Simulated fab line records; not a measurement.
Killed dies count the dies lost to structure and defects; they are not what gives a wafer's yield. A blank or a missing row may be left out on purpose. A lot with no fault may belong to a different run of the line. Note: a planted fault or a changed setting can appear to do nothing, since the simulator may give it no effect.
Struck lot and sound lot, side by side    flow sky130    18 steps out of a route of 708
Sound: these wafers, L157.4, L157.5, L157.6. Struck: wafers L161.3, L161.4, L161.6. The cause is named last.
At each step with rows: each side's tool, then ch and its chambers, then its first start. Under that, the readings that differ: sound wafers    struck wafers    difference of the means    sigmas: that difference in standard deviations of wafers without a fault.
alike: a reading whose means differ by less than 2 such deviations, as well as words and numbers matching on both sides. not compared: withheld readings; readings where some wafer has no value; bounds like >300 that might hide an equal value; numbers whose values overlap and for which the record gives no deviation.
A row with sigmas, a row that says differs or no value, or rows on one side alone: a step with any of these is where the two part. Numbers that don't overlap but have no deviation are shown without sigmas and don't part them. A reading missing from all wafers of one side parts the sides only when that side holds two or more wafers.

SKY_LDD_HVP_STRIP_09: strips in O2/N2.
  sound on plasma asher-02 ch 0,1, day 22 08:55; struck on plasma asher-01 ch 0,1, day 24 00:14
reading                      sound        struck       difference  sigmas
drypump motor current A (A)  5.0 5.1 4.7  6.2 6.0 6.2  +1.2        +2
  alike: oes product au, strip time to endpoint s
  not compared: rf hours counter h
SKY_LDD_HVP_TW_MEAS_10:
  sound: film metro-01 at day 22 09:01; struck: film metro-04 at day 24 00:19
  alike: LDD_HVP_TW
then, 7 steps without rows for these wafers: SKY_LDD_LDN_DEHYDRATE_00 (time 60 s); SKY_LDD_LDN_HMDS_01 (prime time 60 s); SKY_LDD_LDN_COAT_02 (resist thk 1140 nm); SKY_LDD_LDN_SOFTBAKE_03 (time 60 s); SKY_LDD_LDN_EXPOSE_04 (exposes mask LDNTM, target cd 700 nm); SKY_LDD_LDN_PEB_05; SKY_LDD_LDN_DEVELOP_06 (develop time 60 s).
SKY_LDD_LDN_OVL_MEAS_07:
  sound: overlay-02 at day 23 15:26; struck: overlay-02 at day 25 05:50
  alike: LDD_LDN_OVL
then, 2 steps without rows for these wafers: SKY_LDD_LDN_IMPLANT_08; SKY_LDD_LDN_IMPLANT_09.
SKY_LDD_LDN_IMPLANT_10:
  sound on implanter-03 ch 0, day 23 15:50; struck on implanter-02 ch 0, day 25 06:31
  alike: beam energy keV, beam on s
after that, 1 step had no rows for these wafers: SKY_LDD_LDN_IMPLANT_11.
SKY_LDD_LDN_STRIP_12: strips in O2/N2.
  sound on plasma asher-04 ch 0,1, day 23 16:05; struck on plasma asher-03 ch 0,1, day 25 06:48
  alike: drypump motor current A, oes product au, strip time to endpoint s
  not compared: rf hours counter h
SKY_LDD_LDN_TW_MEAS_13:
  sound: film metro-03 at day 23 16:11; struck: film metro-01 at day 25 06:53
reading     sound           struck          difference  sigmas
LDD_LDN_TW  1506 1507 1510  1609 1598 1602  +95         +5
then, 1 step without rows for these wafers: SKY_LDD_LDN_CLEAN_14 (cleans in SC1/SC2, time 150 s).
-- the record jumps here: 22 days lie between the struck wafers' starts before and after (it left off in module LDD_LDN and takes up again in module PAD_OPEN, whose first step shown is number 708 of the route) --
SKY_PAD_OPEN_PROBE_99:
  record: rows for the struck wafers here (prober-01, day 47 09:25), none for the sound ones

## WHERE THEY PART
Earliest at SKY_LDD_HVP_STRIP_09; latest, in this record, at SKY_PAD_OPEN_PROBE_99.

WHY: what had been put in by the simulator
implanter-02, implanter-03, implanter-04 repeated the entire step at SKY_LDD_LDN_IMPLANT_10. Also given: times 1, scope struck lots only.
